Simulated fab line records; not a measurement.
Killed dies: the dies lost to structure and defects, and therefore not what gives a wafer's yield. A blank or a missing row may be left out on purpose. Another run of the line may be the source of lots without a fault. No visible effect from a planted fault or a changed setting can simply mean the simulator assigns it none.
Lot-split experiment    flow sky130    route with 708 steps; 5 lots, 23 wafers read

== THE SPLIT ==
At SKY_VIA1_SPUTTER_20 (material TiN, target thk 20 nm, time 80 s), the setting power w was moved away from the recipe's 4000 W on 7 of the 23 wafers read, by -11.9% to +11.3%. This setting was run at the recipe's value on the other wafers.

The reading comes from the split's own step.

== THE READING ==
TiN_of_VIA1_SPUTTER_20.thk nm (the simulator's own value, which no gauge read), in nm, at SKY_VIA1_SPUTTER_20 (material TiN, target thk 20 nm, time 80 s). There is no usual value for it anywhere in the file. Here, 16 wafers ran the recipe; their average is 19.88 nm with a standard deviation of 0.29 nm.

wafer   tool, chamber at the split  power w as run, W  against the recipe  TiN_of_VIA1_SPUTTER_20.thk nm, nm  against lot-mates on the recipe
L074.1  pvd sputter-03, -           4338               +8.5%               21.68                              +1.75
L074.2  pvd sputter-03, -           4000               recipe              20.01                              -
L074.3  pvd sputter-03, -           4000               recipe              19.84                              -
L074.4  pvd sputter-03, -           4338               +8.5%               21.36                              +1.43
L074.6  pvd sputter-03, -           4338               +8.5%               21.63                              +1.70
L077.1  pvd sputter-01, -           4000               recipe              19.26                              -
L077.2  pvd sputter-01, -           4000               recipe              19.64                              -
L077.3  pvd sputter-01, -           4000               recipe              19.72                              -
L077.4  pvd sputter-01, -           4000               recipe              19.73                              -
L077.5  pvd sputter-01, -           4000               recipe              19.51                              -
L079.1  pvd sputter-04, -           4000               recipe              19.6                               -
L079.4  pvd sputter-04, -           4000               recipe              20.14                              -
L079.5  pvd sputter-04, -           4000               recipe              19.98                              -
L080.1  pvd sputter-04, -           4000               recipe              20.4                               -
L080.2  pvd sputter-04, -           4000               recipe              19.87                              -
L080.4  pvd sputter-04, -           4000               recipe              19.95                              -
L080.5  pvd sputter-04, -           4450               +11.3%              22.67                              +2.60
L080.6  pvd sputter-04, -           4450               +11.3%              22.33                              +2.26
L085.1  pvd sputter-03, -           4000               recipe              20.12                              -
L085.2  pvd sputter-03, -           4000               recipe              19.93                              -
L085.3  pvd sputter-03, -           3525               -11.9%              17.89                              -2.25
L085.4  pvd sputter-03, -           4000               recipe              20.36                              -
L085.6  pvd sputter-03, -           3525               -11.9%              17.88                              -2.26

FIT RESULTS
A straight line over all 23 wafers: TiN_of_VIA1_SPUTTER_20.thk nm changes by +0.196 nm for each +1% of power w; r = +0.97; the points scatter about the line by 0.3 nm.
The same after taking each lot's own level away (the mean of its wafers on the recipe; 23 wafers): +0.199 nm for each +1%; r = +0.99; scatter 0.19 nm.
On that fit, the largest move of power w shifts the reading by 2.4 nm.
Measured against the standard deviation above, the lots' own levels, which go from 19.572 to 20.137 nm, span 1.9 times it.
So the lot-to-lot level changes the slope little: the two slopes agree.
Check: -2.38 nm against its lot-mates is what the line predicts for one of the wafers moved furthest among these (-11.9%) when that wafer is left out of the fit. It came out at -2.25 nm against them.

== OTHER SPLITS APPLIED TO THESE WAFERS ==
Before the reading, these wafers also passed through other splits. Each is held against what the fit with the lots' levels taken away leaves over:
other split on the same wafers                wafers away from the commonest value  r with TiN_of_VIA1_SPUTTER_20.thk nm (lot level and that fit taken away)
SKY_LI_CONTACT_SPUTTER_19 time s              8                                     +0.22
SKY_LOCAL_INTERCONNECT_COAT_05 resist thk nm  8                                     +0.19
SKY_LOCAL_INTERCONNECT_ETCH_13 bias w         8                                     +0.08
SKY_CONTACT_HDPCVD_02 time s                  5                                     -0.05
SKY_CONTACT_COAT_08 spin rpm                  8                                     +0.02
SKY_CONTACT_ETCH_16 ion energy ev             6                                     -0.10
SKY_METAL1_SPUTTER_01 power w                 8                                     -0.12
SKY_METAL1_SPUTTER_02 power w                 9                                     +0.40
SKY_METAL1_EXPOSE_12 dose mj                  10                                    -0.06
SKY_METAL1_ETCH_18 ion energy ev              10                                    -0.30

== THE FILE'S OWN FIT ==
TiN_of_VIA1_SPUTTER_20.thk nm changes by +0.2 nm for each +1% of power w, r = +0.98.
